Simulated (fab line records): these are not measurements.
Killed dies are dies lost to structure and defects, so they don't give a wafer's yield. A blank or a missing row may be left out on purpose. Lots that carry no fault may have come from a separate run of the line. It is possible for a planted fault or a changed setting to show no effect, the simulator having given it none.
fab line records | flow sfq-line
[record] lots = 13 | wafers = 39 | last-day = 90
route steps=325 shown L0@14 L0V@16 I0@53 M1@69
lots untouched by any fault: they come from a run of this same line in which no faults occurred
start-h: start of the lot's first displayed wafer, in hours after the record's first day | wait-h: how many hours have passed since the lot's step before this one | " as in the row above | L1.1+2: several wafers, shown together as one row | - either no value or no given start | * or withheld: withheld | < > ~ a bound
route shown NAME@n: a module of which the file shows steps, and the number in the route of the first | usual: mean/standard deviation taken from wafers without a fault | same: alike in all rows | chamber/n: place in a boat | sites: each site's reading | _std_site: standard deviation of those values | _edge_site: inner sites' mean taken away from outer sites' mean | radius-mm: for every site, how far away it sits from the centre of the wafer | mask NAME#n: copy n | behind: the tool/chamber that last shaped the wafer | hold: the reason the lot was held/the length of the hold in hours/how it ended | device: names the non-switching transistor (n, p or np) | end of line: tests run on the same wafers once the route is complete | for a step that has no rows: nothing shown but its recipe | killed: not the wafer's yield, but the dies lost to structure and defects at the first sort | map: per-die view of a wafer (x killed, . not killed, _ where there is no die)
set.NAME: the setting as run; set.NAME@STEP: as run at that earlier step | model.NAME: the simulator's own value behind a step, which no gauge read
one table for each step of the route and one row for each wafer, over a sample of lots
services: a tool's chamber out of use, with start hour (start-h, from the record's first day; less than 0 if before it), hours out, and reason
[[steps]]
[step SFQ_TRILAYER_L0_STRIP_STRIP_009]
[recipe] gas = O2 | power-w = 200 | platen-temp-c = 40 | overash-fraction = 0.65 | chemistry = O2 | pressure-mtorr = 50
[usual] drypump-motor-current-A = 5.5/0.57 | oes-product-au = 0.998/0.0092
lot.wafer | tool         | chamber | start-h | wait-h | drypump-motor-current-A | oes-product-au | rf-hours-counter-h
L158.2    | rie-metal-02 | 0       | 85.38   | 0.0    | 5.0                     | 0.997          | 131
L158.3    | "            | 0       | "       | "      | 5.0                     | 0.998          | -
L158.4    | "            | 1       | "       | "      | 5.8                     | 0.992          | -
L159.3    | rie-metal-01 | 1       | 95.18   | 0.2    | 6.7                     | 0.989          | -
L159.4    | "            | 0       | "       | "      | 5.1                     | 0.988          | -
L159.6    | "            | 0       | "       | "      | 5.1                     | 1.008          | -
L160.1    | rie-metal-01 | 1       | 98.58   | 0.0    | 6.6                     | 0.996          | 84
L160.2    | "            | 0       | "       | "      | 5.1                     | 1.012          | 116
L160.3    | "            | 0       | "       | "      | 5.1                     | 1.004          | -
L162.2    | rie-metal-02 | 1       | 105.78  | 0.0    | 5.7                     | 1.006          | 86
L162.4    | "            | 0       | "       | "      | 5.0                     | 0.998          | -
L162.6    | "            | 0       | "       | "      | 5.0                     | 1.002          | -
L163.2    | rie-metal-02 | 0       | 110.58  | 0.0    | 5.0                     | 0.991          | 135
L163.4    | "            | 1       | "       | "      | 5.7                     | 0.994          | -
L163.5    | "            | 1       | "       | "      | 5.7                     | 0.990          | -
L164.1    | rie-metal-02 | 0       | 114.18  | 0.0    | 5.0                     | 0.995          | 135
L164.5    | "            | 1       | "       | "      | 5.7                     | 1.002          | -
L164.6    | "            | 0       | "       | "      | 5.0                     | 0.991          | -
L169.3    | rie-metal-03 | 0       | 144.62  | 0.2    | 5.1                     | 0.991          | -
L169.5    | "            | 1       | "       | "      | 5.3                     | 1.009          | -
L169.6    | "            | 0       | "       | "      | 5.1                     | 1.007          | -
L173.1    | rie-metal-03 | 1       | 173.18  | 0.0    | 5.2                     | 1.015          | 104
L173.4    | "            | 1       | "       | "      | 5.2                     | 0.998          | -
L173.5    | "            | 0       | "       | "      | 5.1                     | 0.999          | -
L176.1    | rie-metal-03 | 1       | 195.21  | 0.0    | 5.3                     | 1.003          | 108
L176.4    | "            | 1       | "       | "      | 5.3                     | 0.993          | -
L176.6    | "            | 0       | "       | "      | 5.1                     | 0.992          | -
L177.1    | rie-metal-01 | 0       | 203.95  | 0.0    | 5.1                     | 1.018          | 131
L177.4    | "            | 1       | "       | "      | 6.6                     | 0.987          | -
L177.5    | "            | 1       | "       | "      | 6.6                     | 0.988          | -
L179.1    | rie-metal-03 | 0       | 215.95  | 0.0    | 5.1                     | 1.001          | 130
L179.2    | "            | 1       | "       | "      | 5.3                     | 0.995          | 111
L179.6    | "            | 0       | "       | "      | 5.1                     | 0.996          | -
L180.2    | rie-metal-01 | 0       | 219.59  | 0.0    | 5.1                     | 1.015          | 134
L180.4    | "            | 1       | "       | "      | 6.7                     | 1.004          | -
L180.5    | "            | 0       | "       | "      | 5.1                     | 1.025          | -
L181.2    | rie-metal-02 | 1       | 224.35  | 0.0    | 5.7                     | 0.980          | 105
L181.4    | "            | 1       | "       | "      | 5.8                     | 1.000          | -
L181.5    | "            | 1       | "       | "      | 5.7                     | 0.995          | -
[step SFQ_TRILAYER_L0_CAP_PECVD_011]
[recipe] material = SiO2 | temp-c = 150 | time-s = 13.333 | pressure-torr = 2.4 | rf-w = 183.3 | precursor = SiH4/N2O | target-thk-nm = 60
[usual] heater-power-w = 89/9.3 | throttle-valve-pct = 24.7/1.2
lot.wafer | tool     | chamber | start-h | wait-h | heater-power-w | throttle-valve-pct
L158.2    | pecvd-02 | 0       | 86.16   | 0.0    | 98             | 24.0
L158.3    | "        | 1       | "       | "      | 94             | 25.4
L158.4    | "        | 2       | "       | "      | 84             | 23.6
L159.3    | pecvd-02 | 1       | 95.76   | 0.0    | 94             | 25.5
L159.4    | "        | 0       | "       | "      | 89             | 24.1
L159.6    | "        | 2       | "       | "      | 90             | 23.8
L160.1    | pecvd-03 | 1       | 99.36   | 0.0    | 83             | 27.0
L160.2    | "        | 2       | "       | "      | 83             | 24.8
L160.3    | "        | 0       | "       | "      | 101            | 25.9
L162.2    | pecvd-03 | 2       | 106.56  | 0.0    | 69             | 24.9
L162.4    | "        | 1       | "       | "      | 82             | 26.6
L162.6    | "        | 0       | "       | "      | 104            | 25.9
L163.2    | pecvd-04 | 2       | 111.36  | 0.0    | 80             | 23.0
L163.4    | "        | 1       | "       | "      | 77             | 23.2
L163.5    | "        | 2       | "       | "      | 80             | 23.3
L164.1    | pecvd-03 | 0       | 114.97  | 0.0    | 107            | 25.9
L164.5    | "        | 1       | "       | "      | 90             | 26.8
L164.6    | "        | 0       | "       | "      | 107            | 25.7
L169.3    | pecvd-03 | 1       | 145.20  | 0.0    | 90             | 26.8
L169.5    | "        | 2       | "       | "      | 73             | 24.5
L169.6    | "        | 0       | "       | "      | 101            | 26.0
L173.1    | pecvd-02 | 0       | 173.95  | 0.0    | 92             | 24.1
L173.4    | "        | 2       | "       | "      | 77             | 23.9
L173.5    | "        | 1       | "       | "      | 88             | 25.1
L176.1    | pecvd-02 | 0       | 195.98  | 0.0    | 95             | 24.2
L176.4    | "        | 1       | "       | "      | 98             | 25.4
L176.6    | "        | 2       | "       | "      | 78             | 23.6
L177.1    | pecvd-02 | 2       | 204.73  | 0.0    | 88             | 23.5
L177.4    | "        | 0       | "       | "      | 98             | 24.0
L177.5    | "        | 1       | "       | "      | 100            | 25.3
L179.1    | pecvd-03 | 1       | 216.73  | 0.0    | 98             | 24.4
L179.2    | "        | 0       | "       | "      | 115            | 22.7
L179.6    | "        | 2       | "       | "      | 76             | 22.3
L180.2    | pecvd-02 | 1       | 220.74  | 0.0    | 88             | 25.4
L180.4    | "        | 1       | "       | "      | 90             | 25.5
L180.5    | "        | 0       | "       | "      | 93             | 24.0
L181.2    | pecvd-02 | 0       | 225.13  | 0.0    | 89             | 24.1
L181.4    | "        | 0       | "       | "      | 92             | 24.1
L181.5    | "        | 1       | "       | "      | 96             | 25.5
[step SFQ_TRILAYER_L0_VIA_ETCH_VIA_ETCH_016]
[recipe] target = SiO2 | stop-on = MoNx_KI | mask-material = PR | chemistry = CHF3 | target-depth-nm = 80 | source-w = 500 | bias-w = 80 | pressure-mtorr = 30 | time-s = withheld
[usual] drypump-motor-current-A = 5.7/0.36 | oes-product-au = 0.842/0.0078
lot.wafer | tool        | chamber | start-h | wait-h | drypump-motor-current-A | oes-product-au
L158.2    | rie-diel-03 | 3       | 170.75  | 0.0    | 5.3                     | 0.843
L158.3    | "           | 1       | "       | "      | 5.7                     | 0.833
L158.4    | "           | 2       | "       | "      | 6.1                     | 0.843
L159.3    | rie-diel-03 | 2       | 185.15  | 0.0    | 6.2                     | 0.835
L159.4    | "           | 1       | "       | "      | 5.7                     | 0.854
L159.6    | "           | 3       | "       | "      | 5.3                     | 0.850
L160.1    | rie-diel-02 | 0       | 191.15  | 0.0    | 5.5                     | 0.836
L160.2    | "           | 2       | "       | "      | 5.8                     | 0.839
L160.3    | "           | 3       | "       | "      | 5.8                     | 0.842
L162.2    | rie-diel-03 | 3       | 202.72  | 0.0    | 5.3                     | 0.843
L162.4    | "           | 2       | "       | "      | 6.1                     | 0.845
L162.6    | "           | 3       | "       | "      | 5.3                     | 0.843
L163.2    | rie-diel-02 | 2       | 208.72  | 0.0    | 5.8                     | 0.849
L163.4    | "           | 1       | "       | "      | 4.9                     | 0.855
L163.5    | "           | 0       | "       | "      | 5.5                     | 0.854
L164.1    | rie-diel-04 | 0       | 212.32  | 0.0    | 6.2                     | 0.843
L164.5    | "           | 2       | "       | "      | 6.0                     | 0.856
L164.6    | "           | 0       | "       | "      | 6.2                     | 0.843
L169.3    | rie-diel-02 | 3       | 242.97  | 0.0    | 5.8                     | 0.840
L169.5    | "           | 0       | "       | "      | 5.5                     | 0.737
L169.6    | "           | 3       | "       | "      | 5.8                     | 0.846
L173.1    | rie-diel-02 | 2       | 272.97  | 0.0    | 5.8                     | 0.849
L173.4    | "           | 0       | "       | "      | 5.5                     | 0.841
L173.5    | "           | 2       | "       | "      | 5.8                     | 0.836
L176.1    | rie-diel-03 | 2       | 303.22  | 0.0    | 6.2                     | 0.840
L176.4    | "           | 3       | "       | "      | 5.3                     | 0.843
L176.6    | "           | 0       | "       | "      | 5.3                     | 0.850
L177.1    | rie-diel-04 | 3       | 315.57  | 0.0    | 6.2                     | 0.841
L177.4    | "           | 2       | "       | "      | 6.0                     | 0.838
L177.5    | "           | 1       | "       | "      | 5.7                     | 0.835
L179.1    | rie-diel-04 | 2       | 327.57  | 0.0    | 5.9                     | 0.840
L179.2    | "           | 0       | "       | "      | 6.2                     | 0.851
L179.6    | "           | 0       | "       | "      | 6.2                     | 0.839
L180.2    | rie-diel-03 | 0       | 329.97  | 0.0    | 5.3                     | 0.839
L180.4    | "           | 2       | "       | "      | 6.2                     | 0.836
L180.5    | "           | 3       | "       | "      | 5.3                     | 0.851
L181.2    | rie-diel-02 | 3       | 333.57  | 0.0    | 5.8                     | 0.837
L181.4    | "           | 0       | "       | "      | 5.5                     | 0.847
L181.5    | "           | 3       | "       | "      | 5.8                     | 0.843
[step SFQ_I0_OVL_MEAS_908]
[usual] I0_OVL = 1/5.2
lot.wafer | tool       | chamber | start-h | wait-h | I0_OVL[nm]
L158.2    | overlay-02 | -       | 299.42  | 0.1    | -2
L158.3    | "          | -       | "       | "      | 10
L158.4    | "          | -       | "       | "      | 0
L159.3    | overlay-01 | -       | 301.95  | 0.1    | 7
L159.4    | "          | -       | "       | "      | 3
L159.6    | "          | -       | "       | "      | 6
L160.1    | overlay-02 | -       | 314.29  | 0.1    | 3
L160.2    | "          | -       | "       | "      | 4
L160.3    | "          | -       | "       | "      | 3
L162.2    | overlay-02 | -       | 326.30  | 0.1    | -3
L162.4    | "          | -       | "       | "      | -7
L162.6    | "          | -       | "       | "      | -3
L163.2    | overlay-02 | -       | 334.70  | 0.1    | -1
L163.4    | "          | -       | "       | "      | -5
L163.5    | "          | -       | "       | "      | 2
L164.1    | overlay-01 | -       | 339.49  | 0.1    | -1
L164.5    | "          | -       | "       | "      | 0
L164.6    | "          | -       | "       | "      | -7
L169.3    | overlay-01 | -       | 370.71  | 0.1    | -3
L169.5    | "          | -       | "       | "      | 2
L169.6    | "          | -       | "       | "      | 2
L173.1    | overlay-02 | -       | 395.29  | 0.1    | 4
L173.4    | "          | -       | "       | "      | 3
L173.5    | "          | -       | "       | "      | 4
L176.1    | overlay-02 | -       | 416.42  | 0.1    | 1
L176.4    | "          | -       | "       | "      | 2
L176.6    | "          | -       | "       | "      | 2
L177.1    | overlay-01 | -       | 434.85  | 0.1    | 10
L177.4    | "          | -       | "       | "      | 6
L177.5    | "          | -       | "       | "      | 6
L179.1    | overlay-01 | -       | 456.25  | 0.1    | -7
L179.2    | "          | -       | "       | "      | -13
L179.6    | "          | -       | "       | "      | -11
L180.2    | overlay-01 | -       | 458.66  | 0.1    | 7
L180.4    | "          | -       | "       | "      | -5
L180.5    | "          | -       | "       | "      | -1
L181.2    | overlay-01 | -       | 461.86  | 0.1    | 3
L181.4    | "          | -       | "       | "      | -3
L181.5    | "          | -       | "       | "      | 1
[step SFQ_TRILAYER_M1_BARC_OPEN_METAL_ETCH_054]
[recipe] mask-material = PR | chemistry = O2 | target-depth-nm = 125 | target = BARC | icp-w = 600 | bias-w = 80 | pressure-mtorr = 10 | time-s = 41.7
[usual] drypump-motor-current-A = 5.6/0.67 | oes-product-au = 0.685/0.0053
[same] time-s = 41.7
lot.wafer | tool         | chamber | start-h | wait-h | drypump-motor-current-A | oes-product-au | rf-hours-counter-h
L158.2    | rie-metal-03 | 1       | 412.12  | 0.0    | 5.3                     | 0.691          | 141
L158.3    | "            | 0       | "       | "      | 5.1                     | 0.685          | -
L158.4    | "            | 1       | "       | "      | 5.3                     | 0.686          | -
L159.3    | rie-metal-03 | 0       | 414.54  | 0.0    | 5.1                     | 0.678          | -
L159.4    | "            | 1       | "       | "      | 5.3                     | 0.693          | -
L159.6    | "            | 1       | "       | "      | 5.3                     | 0.685          | -
L160.1    | rie-metal-03 | 0       | 420.52  | 0.0    | 5.1                     | 0.687          | 161
L160.2    | "            | 1       | "       | "      | 5.3                     | 0.685          | 143
L160.3    | "            | 0       | "       | "      | 5.1                     | 0.689          | -
L162.2    | rie-metal-02 | 1       | 442.12  | 0.0    | 5.7                     | 0.684          | 141
L162.4    | "            | 0       | "       | "      | 5.0                     | 0.694          | -
L162.6    | "            | 1       | "       | "      | 5.7                     | 0.675          | -
L163.2    | rie-metal-01 | 1       | 451.69  | 0.0    | 6.6                     | 0.687          | 141
L163.4    | "            | 0       | "       | "      | 5.1                     | 0.691          | -
L163.5    | "            | 1       | "       | "      | 6.6                     | 0.684          | -
L164.1    | rie-metal-01 | 0       | 456.65  | 0.0    | 5.1                     | 0.681          | 2
L164.5    | "            | 0       | "       | "      | 5.1                     | 0.686          | -
L164.6    | "            | 1       | "       | "      | 6.6                     | 0.678          | -
L169.3    | rie-metal-02 | 1       | 479.47  | 0.0    | 5.7                     | 0.682          | -
L169.5    | "            | 0       | "       | "      | 5.0                     | 0.682          | -
L169.6    | "            | 1       | "       | "      | 5.7                     | 0.676          | -
L173.1    | rie-metal-03 | 1       | 513.78  | 0.0    | 5.3                     | 0.687          | 159
L173.4    | "            | 1       | "       | "      | 5.3                     | 0.693          | -
L173.5    | "            | 0       | "       | "      | 5.1                     | 0.686          | -
L176.1    | rie-metal-03 | 0       | 537.58  | 0.0    | 5.1                     | 0.686          | 10
L176.4    | "            | 0       | "       | "      | 5.1                     | 0.685          | -
L176.6    | "            | 0       | "       | "      | 5.1                     | 0.694          | -
L177.1    | rie-metal-01 | 0       | 555.13  | 0.0    | 5.1                     | 0.685          | 16
L177.4    | "            | 0       | "       | "      | 5.1                     | 0.695          | -
L177.5    | "            | 0       | "       | "      | 5.1                     | 0.684          | -
L179.1    | rie-metal-01 | 0       | 579.25  | 0.0    | 5.1                     | 0.677          | 21
L179.2    | "            | 1       | "       | "      | 6.6                     | 0.694          | 2
L179.6    | "            | 1       | "       | "      | 6.7                     | 0.683          | -
L180.2    | rie-metal-01 | 1       | 581.67  | 0.0    | 6.7                     | 0.677          | -
L180.4    | "            | 1       | "       | "      | 6.6                     | 0.688          | -
L180.5    | "            | 1       | "       | "      | 6.7                     | 0.691          | -
L181.2    | rie-metal-01 | 0       | 587.78  | 0.0    | 5.1                     | 0.684          | 22
L181.4    | "            | 0       | "       | "      | 5.1                     | 0.678          | -
L181.5    | "            | 0       | "       | "      | 5.1                     | 0.677          | -
[[services]]
tool         | chamber | start-h | hours | kind
rie-diel-03  | 1       | 71.89   | 1.5   | repair
rie-metal-02 | 1       | 72.24   | 3.4   | repair
rie-diel-02  | -       | 89.11   | 4.5   | repair
rie-diel-02  | -       | 93.11   | 1.1   | repair
rie-metal-01 | -       | 95.75   | 2.5   | repair
rie-metal-01 | -       | 113.85  | 4.7   | repair
rie-diel-03  | 2       | 135.97  | 4.2   | repair
rie-diel-02  | -       | 147.82  | 0.1   | repair
rie-diel-02  | -       | 150.88  | 15.6  | pm
rie-diel-02  | 3       | 168.07  | 21.1  | repair
rie-diel-03  | 2       | 172.47  | 10.4  | repair
rie-diel-02  | -       | 180.63  | 0.2   | repair
rie-metal-02 | -       | 371.76  | 4.3   | pm
rie-metal-03 | -       | 422.78  | 2.8   | pm
rie-metal-01 | 0       | 495.49  | 4.0   | repair
rie-metal-02 | 0       | 525.19  | 1.5   | repair
pecvd-02     | -       | 538.56  | 6.0   | pm
rie-metal-03 | -       | 545.34  | 0.9   | repair
rie-metal-02 | -       | 548.38  | 2.3   | repair
pecvd-02     | -       | 563.75  | 14.0  | pm
pecvd-02     | -       | 565.65  | 2.8   | repair
rie-metal-02 | -       | 571.03  | 14.6  | pm
pecvd-02     | -       | 576.85  | 5.8   | repair
rie-metal-01 | 0       | 581.34  | 4.3   | repair
[[key]]
[first-sign] step = SFQ_TRILAYER_L0_VIA_ETCH_VIA_ETCH_016 | reading = oes-product-au | direction = down | sigmas = 13 | usual = 0.842 | struck = 0.737
effect none on later readings
met-at SFQ_TRILAYER_L0_CAP_PECVD_011
struck-lots L169
struck-wafers L169.5
not-acting-at SFQ_TRILAYER_L0_STRIP_STRIP_009,SFQ_I0_OVL_MEAS_908,SFQ_TRILAYER_M1_BARC_OPEN_METAL_ETCH_054
onset-between 114.97 145.20
[fault] kind = process-parameter-drift | tool = pecvd-03 | chamber = - | onset-h = 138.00 | steps = SFQ_TRILAYER_L0_CAP_PECVD_011 | channel = target-thk-nm | offset = -13.704 | shape = step | end-h = 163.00 | scope = struck-wafers-only | acts-in = these-recipes-only | stated = 60
